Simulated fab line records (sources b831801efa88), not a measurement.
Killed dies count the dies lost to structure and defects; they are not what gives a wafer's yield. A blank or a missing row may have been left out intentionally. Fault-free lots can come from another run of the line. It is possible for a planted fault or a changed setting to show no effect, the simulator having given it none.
Which tool is to blame? :: flow sky130 :: 42 wafers from 14 lots sampled at 6 of the route's 708 steps

## WHAT EACH GAUGE READ, for each wafer
SKY_POLY_GATE_CD_MEAS_22. Usual: cd_nm reads 150.9 nm (standard deviation 2.6).
lot: L537
measured: day 16 12:01
on: cd_sem-02
cd_nm (nm): 152.6 154.3 155.2
flag: 

lot: L542
measured: day 18 13:15
on: cd_sem-01
cd_nm (nm): 151.2 154.5 152.2
flag: 

lot: L543
measured: day 18 17:38
on: cd_sem-01
cd_nm (nm): 153.6 150.7 153.2
flag: 

lot: L545
measured: day 19 23:05
on: cd_sem-01
cd_nm (nm): 147.2 152.7 152.7
flag: 

lot: L547
measured: day 20 01:01
on: cd_sem-02
cd_nm (nm): 150.2 152.3 151.1
flag: 

lot: L546
measured: day 20 04:41
on: cd_sem-02
cd_nm (nm): 150.6 152.5 150.8
flag: 

lot: L548
measured: day 20 05:34
on: cd_sem-02
cd_nm (nm): 148.0 153.3 150.6
flag: 

lot: L549
measured: day 21 06:37
on: cd_sem-02
cd_nm (nm): 150.6 154.6 151.0
flag: 

lot: L552
measured: day 21 17:28
on: cd_sem-01
cd_nm (nm): 145.6 150.6 153.8
flag: 

lot: L553
measured: day 22 14:14
on: cd_sem-02
cd_nm (nm): 145.0 152.3 151.2
flag: 

lot: L554
measured: day 22 16:36
on: cd_sem-01
cd_nm (nm): 148.3 146.1 152.5
flag: 

lot: L558
measured: day 24 16:48
on: cd_sem-02
cd_nm (nm): 148.0 151.9 146.5
flag: 

lot: L559
measured: day 24 23:43
on: cd_sem-01
cd_nm (nm): 150.4 145.9 146.4
flag: 

lot: L560
measured: day 25 06:32
on: cd_sem-01
cd_nm (nm): 149.6 147.6 150.1
flag: 

SKY_LDD_HVN_TW_MEAS_10. Usual: LDD_HVN_TW 1448, standard deviation 7.3.
lot: L537
measured: day 20 08:16
on: film_metro-03
LDD_HVN_TW: 1451 1458 1456
flag: 

lot: L542
measured: day 22 12:56
on: film_metro-03
LDD_HVN_TW: 1449 1450 1444
flag: 

lot: L543
measured: day 22 14:59
on: film_metro-02
LDD_HVN_TW: 1453 1445 1445
flag: 

lot: L545
measured: day 23 20:33
on: film_metro-04
LDD_HVN_TW: 1438 1448 1443
flag: 

lot: L547
measured: day 23 21:42
on: film_metro-04
LDD_HVN_TW: 1439 1441 1439
flag: 

lot: L546
measured: day 24 01:44
on: film_metro-04
LDD_HVN_TW: 1436 1441 1437
flag: 

lot: L548
measured: day 24 02:23
on: film_metro-02
LDD_HVN_TW: 1440 1448 1445
flag: 

lot: L549
measured: day 25 02:44
on: film_metro-02
LDD_HVN_TW: 1451 1443 1445
flag: 

lot: L552
measured: day 25 13:07
on: film_metro-04
LDD_HVN_TW: 1429 1437 1438
flag: 

lot: L553
measured: day 26 10:12
on: film_metro-04
LDD_HVN_TW: 30 30 30
flag: OFF

lot: L554
measured: day 26 12:11
on: film_metro-02
LDD_HVN_TW: 30 30 30
flag: OFF

lot: L558
measured: day 28 09:16
on: film_metro-02
LDD_HVN_TW: 1458 1456 1459
flag: 

lot: L559
measured: day 28 17:15
on: film_metro-03
LDD_HVN_TW: 1456 1445 1449
flag: 

lot: L560
measured: day 28 23:58
on: film_metro-03
LDD_HVN_TW: 1447 1448 1453
flag: 

SKY_POLY_CUT_OVL_MEAS_09. Usual: POLY_CUT_OVL -2 nm, standard deviation 4.1.
lot: L537
measured: day 24 05:10
on: overlay-01
POLY_CUT_OVL (nm): -4 2 0
flag: 

lot: L542
measured: day 26 09:18
on: overlay-01
POLY_CUT_OVL (nm): 0 -6 -2
flag: 

lot: L543
measured: day 26 11:57
on: overlay-02
POLY_CUT_OVL (nm): 3 0 4
flag: 

lot: L545
measured: day 27 16:16
on: overlay-01
POLY_CUT_OVL (nm): -9 -7 -9
flag: 

lot: L547
measured: day 27 17:58
on: overlay-02
POLY_CUT_OVL (nm): -2 1 -7
flag: 

lot: L546
measured: day 27 20:25
on: overlay-01
POLY_CUT_OVL (nm): -7 -4 -2
flag: 

lot: L548
measured: day 27 22:37
on: overlay-01
POLY_CUT_OVL (nm): 4 2 -1
flag: 

lot: L549
measured: day 28 20:43
on: overlay-01
POLY_CUT_OVL (nm): -6 4 -3
flag: 

lot: L552
measured: day 29 08:34
on: overlay-02
POLY_CUT_OVL (nm): -3 -4 0
flag: 

lot: L553
measured: day 30 03:01
on: overlay-02
POLY_CUT_OVL (nm): -3 -4 1
flag: 

lot: L554
measured: day 30 04:19
on: overlay-02
POLY_CUT_OVL (nm): 13 -1 1
flag: 

lot: L558
measured: day 32 00:27
on: overlay-02
POLY_CUT_OVL (nm): 6 5 7
flag: 

lot: L559
measured: day 32 08:10
on: overlay-01
POLY_CUT_OVL (nm): 2 1 2
flag: 

lot: L560
measured: day 32 15:12
on: overlay-01
POLY_CUT_OVL (nm): 6 0 -3
flag: 

SKY_SD_P_CD_MEAS_07 targets a cd of 380 nm. Usual: cd_nm reads 380.5 nm (standard deviation 2.5).
lot: L537
measured: day 25 11:18
on: cd_sem-02
cd_nm (nm): 382.7 379.2 381.6
flag: 

lot: L542
measured: day 27 13:47
on: cd_sem-01
cd_nm (nm): 382.8 382.3 383.8
flag: 

lot: L543
measured: day 27 16:27
on: cd_sem-02
cd_nm (nm): 376.9 377.9 381.0
flag: 

lot: L545
measured: day 28 20:56
on: cd_sem-01
cd_nm (nm): 377.6 378.3 377.1
flag: 

lot: L547
measured: day 28 22:34
on: cd_sem-02
cd_nm (nm): 381.8 382.3 383.2
flag: 

lot: L546
measured: day 29 01:54
on: cd_sem-01
cd_nm (nm): 384.4 385.8 382.1
flag: 

lot: L548
measured: day 29 03:29
on: cd_sem-02
cd_nm (nm): 379.5 380.5 376.5
flag: 

lot: L549
measured: day 30 01:44
on: cd_sem-02
cd_nm (nm): 382.4 379.3 379.0
flag: 

lot: L552
measured: day 30 12:42
on: cd_sem-02
cd_nm (nm): 380.1 378.9 379.4
flag: 

lot: L553
measured: day 31 06:37
on: cd_sem-02
cd_nm (nm): 382.2 379.9 381.9
flag: 

lot: L554
measured: day 31 07:29
on: cd_sem-02
cd_nm (nm): 380.5 381.5 378.3
flag: 

lot: L558
measured: day 33 03:45
on: cd_sem-01
cd_nm (nm): 379.5 377.8 376.9
flag: 

lot: L559
measured: day 33 10:57
on: cd_sem-01
cd_nm (nm): 386.0 380.7 383.2
flag: 

lot: L560
measured: day 33 18:44
on: cd_sem-01
cd_nm (nm): 378.6 378.7 379.5
flag: 

## TOOL THAT RAN EACH LOT (tool first, then ch and the chambers of the sampled wafers, then the start)
lot: L537
SKY_LDD_P_STRIP_10: plasma_asher-02 ch 0,1, day 19 00:50
SKY_LDD_HVN_STRIP_09: plasma_asher-01 ch 0,1, day 20 08:10

lot: L542
SKY_LDD_P_STRIP_10: plasma_asher-04 ch 0,1, day 21 05:33
SKY_LDD_HVN_STRIP_09: plasma_asher-02 ch 0,1, day 22 12:50

lot: L543
SKY_LDD_P_STRIP_10: plasma_asher-02 ch 0, day 21 08:41
SKY_LDD_HVN_STRIP_09: plasma_asher-01 ch 0,1, day 22 14:53

lot: L545
SKY_LDD_P_STRIP_10: plasma_asher-01 ch 0,1, day 22 14:05
SKY_LDD_HVN_STRIP_09: plasma_asher-02 ch 0,1, day 23 20:28

lot: L547
SKY_LDD_P_STRIP_10: plasma_asher-04 ch 0, day 22 15:19
SKY_LDD_HVN_STRIP_09: plasma_asher-02 ch 0,1, day 23 21:35

lot: L546
SKY_LDD_P_STRIP_10: plasma_asher-04 ch 0,1, day 22 19:37
SKY_LDD_HVN_STRIP_09: plasma_asher-03 ch 0,1, day 24 01:38

lot: L548
SKY_LDD_P_STRIP_10: plasma_asher-02 ch 0,1, day 22 20:24
SKY_LDD_HVN_STRIP_09: plasma_asher-01 ch 0,1, day 24 02:17

lot: L549
SKY_LDD_P_STRIP_10: plasma_asher-01 ch 0,1, day 23 21:01
SKY_LDD_HVN_STRIP_09: plasma_asher-02 ch 0,1, day 25 02:39

lot: L552
SKY_LDD_P_STRIP_10: plasma_asher-01 ch 0,1, day 24 06:59
SKY_LDD_HVN_STRIP_09: plasma_asher-02 ch 0,1, day 25 13:01

lot: L553
SKY_LDD_P_STRIP_10: plasma_asher-04 ch 0,1, day 25 03:55
SKY_LDD_HVN_STRIP_09: plasma_asher-03 ch 0,1, day 26 10:07

lot: L554
SKY_LDD_P_STRIP_10: plasma_asher-02 ch 0,1, day 25 05:59
SKY_LDD_HVN_STRIP_09: plasma_asher-03 ch 0,1, day 26 12:05

lot: L558
SKY_LDD_P_STRIP_10: plasma_asher-02 ch 0,1, day 27 04:20
SKY_LDD_HVN_STRIP_09: plasma_asher-03 ch 0, day 28 09:10

lot: L559
SKY_LDD_P_STRIP_10: plasma_asher-04 ch 0,1, day 27 12:42
SKY_LDD_HVN_STRIP_09: plasma_asher-01 ch 0,1, day 28 17:08

lot: L560
SKY_LDD_P_STRIP_10: plasma_asher-02 ch 0,1, day 27 18:51
SKY_LDD_HVN_STRIP_09: plasma_asher-01 ch 0,1, day 28 23:52
- SKY_LDD_P_STRIP_10: strips in O2/N2.
- SKY_LDD_HVN_STRIP_09: strips in O2/N2.

## AS READ BY THE TOOLS THEMSELVES (means over the sampled wafers that have a number; for cases with no such wafer, the mark the record gives instead)
SKY_LDD_P_STRIP_10. Usual: chamber_pressure_mTorr 1500.0 mTorr, standard deviation 1.3; drypump_motor_current_A 5.91 A, standard deviation 0.25; oes_product_au 0.716 a.u., standard deviation 0.0042; strip_time_to_endpoint_s 14.18 s, standard deviation 0.034.
lot: L537
tool: plasma_asher-02
chamber_pressure_mTorr (mTorr): 1498.5
drypump_motor_current_A (A): 5.98
oes_product_au (a.u.): 0.715
strip_time_to_endpoint_s (s): 14.22
flag: 

lot: L542
tool: plasma_asher-04
chamber_pressure_mTorr (mTorr): 1501.5
drypump_motor_current_A (A): 5.92
oes_product_au (a.u.): 0.714
strip_time_to_endpoint_s (s): 14.20
flag: 

lot: L543
tool: plasma_asher-02
chamber_pressure_mTorr (mTorr): 1499.0
drypump_motor_current_A (A): 5.87
oes_product_au (a.u.): 0.717
strip_time_to_endpoint_s (s): 14.14
flag: 

lot: L545
tool: plasma_asher-01
chamber_pressure_mTorr (mTorr): 1500.0
drypump_motor_current_A (A): 5.69
oes_product_au (a.u.): 0.716
strip_time_to_endpoint_s (s): 14.20
flag: 

lot: L547
tool: plasma_asher-04
chamber_pressure_mTorr (mTorr): 1499.0
drypump_motor_current_A (A): 5.57
oes_product_au (a.u.): 0.712
strip_time_to_endpoint_s (s): 14.14
flag: 

lot: L546
tool: plasma_asher-04
chamber_pressure_mTorr (mTorr): 1499.2
drypump_motor_current_A (A): 5.92
oes_product_au (a.u.): 0.715
strip_time_to_endpoint_s (s): 14.18
flag: 

lot: L548
tool: plasma_asher-02
chamber_pressure_mTorr (mTorr): 1499.7
drypump_motor_current_A (A): 6.00
oes_product_au (a.u.): 0.721
strip_time_to_endpoint_s (s): 14.19
flag: 

lot: L549
tool: plasma_asher-01
chamber_pressure_mTorr (mTorr): 1499.1
drypump_motor_current_A (A): 5.69
oes_product_au (a.u.): 0.718
strip_time_to_endpoint_s (s): 14.15
flag: 

lot: L552
tool: plasma_asher-01
chamber_pressure_mTorr (mTorr): 1499.2
drypump_motor_current_A (A): 5.77
oes_product_au (a.u.): 0.721
strip_time_to_endpoint_s (s): 14.14
flag: 

lot: L553
tool: plasma_asher-04
chamber_pressure_mTorr (mTorr): -
drypump_motor_current_A (A): -
oes_product_au (a.u.): -
strip_time_to_endpoint_s (s): -
flag: OFF

lot: L554
tool: plasma_asher-02
chamber_pressure_mTorr (mTorr): -
drypump_motor_current_A (A): -
oes_product_au (a.u.): -
strip_time_to_endpoint_s (s): -
flag: OFF

lot: L558
tool: plasma_asher-02
chamber_pressure_mTorr (mTorr): 1499.6
drypump_motor_current_A (A): 6.15
oes_product_au (a.u.): 0.719
strip_time_to_endpoint_s (s): 14.24
flag: 

lot: L559
tool: plasma_asher-04
chamber_pressure_mTorr (mTorr): 1501.4
drypump_motor_current_A (A): 5.75
oes_product_au (a.u.): 0.716
strip_time_to_endpoint_s (s): 14.19
flag: 

lot: L560
tool: plasma_asher-02
chamber_pressure_mTorr (mTorr): 1500.0
drypump_motor_current_A (A): 6.01
oes_product_au (a.u.): 0.720
strip_time_to_endpoint_s (s): 14.19
flag: 

SKY_LDD_HVN_STRIP_09. Usual: chamber_pressure_mTorr 1500.1 mTorr, standard deviation 1.3; drypump_motor_current_A 5.82 A, standard deviation 0.28; oes_product_au 0.408 a.u., standard deviation 0.005; strip_time_to_endpoint_s 4.134 s, standard deviation 0.014.
lot: L537
tool: plasma_asher-01
chamber_pressure_mTorr (mTorr): 1498.6
drypump_motor_current_A (A): 5.76
oes_product_au (a.u.): 0.407
strip_time_to_endpoint_s (s): 4.146
flag: 

lot: L542
tool: plasma_asher-02
chamber_pressure_mTorr (mTorr): 1500.0
drypump_motor_current_A (A): 6.16
oes_product_au (a.u.): 0.410
strip_time_to_endpoint_s (s): 4.122
flag: 

lot: L543
tool: plasma_asher-01
chamber_pressure_mTorr (mTorr): 1500.4
drypump_motor_current_A (A): 5.76
oes_product_au (a.u.): 0.409
strip_time_to_endpoint_s (s): 4.120
flag: 

lot: L545
tool: plasma_asher-02
chamber_pressure_mTorr (mTorr): 1499.6
drypump_motor_current_A (A): 6.13
oes_product_au (a.u.): 0.409
strip_time_to_endpoint_s (s): 4.151
flag: 

lot: L547
tool: plasma_asher-02
chamber_pressure_mTorr (mTorr): 1499.9
drypump_motor_current_A (A): 6.13
oes_product_au (a.u.): 0.406
strip_time_to_endpoint_s (s): 4.143
flag: 

lot: L546
tool: plasma_asher-03
chamber_pressure_mTorr (mTorr): 1500.2
drypump_motor_current_A (A): 5.90
oes_product_au (a.u.): 0.406
strip_time_to_endpoint_s (s): 4.116
flag: 

lot: L548
tool: plasma_asher-01
chamber_pressure_mTorr (mTorr): 1499.7
drypump_motor_current_A (A): 5.67
oes_product_au (a.u.): 0.409
strip_time_to_endpoint_s (s): 4.128
flag: 

lot: L549
tool: plasma_asher-02
chamber_pressure_mTorr (mTorr): 1501.2
drypump_motor_current_A (A): 5.98
oes_product_au (a.u.): 0.413
strip_time_to_endpoint_s (s): 4.149
flag: 

lot: L552
tool: plasma_asher-02
chamber_pressure_mTorr (mTorr): 1500.9
drypump_motor_current_A (A): 6.00
oes_product_au (a.u.): 0.408
strip_time_to_endpoint_s (s): 4.145
flag: 

lot: L553
tool: plasma_asher-03
chamber_pressure_mTorr (mTorr): 1501.0
drypump_motor_current_A (A): 5.65
oes_product_au (a.u.): 0.715
strip_time_to_endpoint_s (s): 21.776
flag: OFF

lot: L554
tool: plasma_asher-03
chamber_pressure_mTorr (mTorr): 1499.0
drypump_motor_current_A (A): 5.88
oes_product_au (a.u.): 0.721
strip_time_to_endpoint_s (s): 21.744
flag: OFF

lot: L558
tool: plasma_asher-03
chamber_pressure_mTorr (mTorr): 1498.9
drypump_motor_current_A (A): 6.13
oes_product_au (a.u.): 0.407
strip_time_to_endpoint_s (s): 4.123
flag: 

lot: L559
tool: plasma_asher-01
chamber_pressure_mTorr (mTorr): 1501.2
drypump_motor_current_A (A): 5.75
oes_product_au (a.u.): 0.406
strip_time_to_endpoint_s (s): 4.154
flag: 

lot: L560
tool: plasma_asher-01
chamber_pressure_mTorr (mTorr): 1500.2
drypump_motor_current_A (A): 5.68
oes_product_au (a.u.): 0.409
strip_time_to_endpoint_s (s): 4.108
flag: 

## THE ANSWER, worked out from the rows above alone
Rule: take the mean of a lot's wafers that have a number; if it is more than 3 standard deviations from the usual mean, the lot is off. A lot without any number at a reading at which 4 lots or more have one is off too. The other lots that the step has rows for count as sound. Order of review: gauges by route order, followed by the tools' own readings, for which a lot's mean as printed above is used. The first step at which some lot is off is used, and at that step the reading that is off furthest; a lot without a number counts as furthest.
Off: L553, L554, at SKY_LDD_HVN_TW_MEAS_10 (LDD_HVN_TW).
If a tool, at a process step before that reading, ran all the lots that are off and no sound lot after the first of them, it fits. Not tried: the gauges at SKY_LDD_HVN_TW_MEAS_10; whatever is off there is also off at SKY_LDD_P_STRIP_10, on other tools, and gauge error can't account for it. Of those tried, none fits.

## WHAT THE SIMULATOR PUT IN
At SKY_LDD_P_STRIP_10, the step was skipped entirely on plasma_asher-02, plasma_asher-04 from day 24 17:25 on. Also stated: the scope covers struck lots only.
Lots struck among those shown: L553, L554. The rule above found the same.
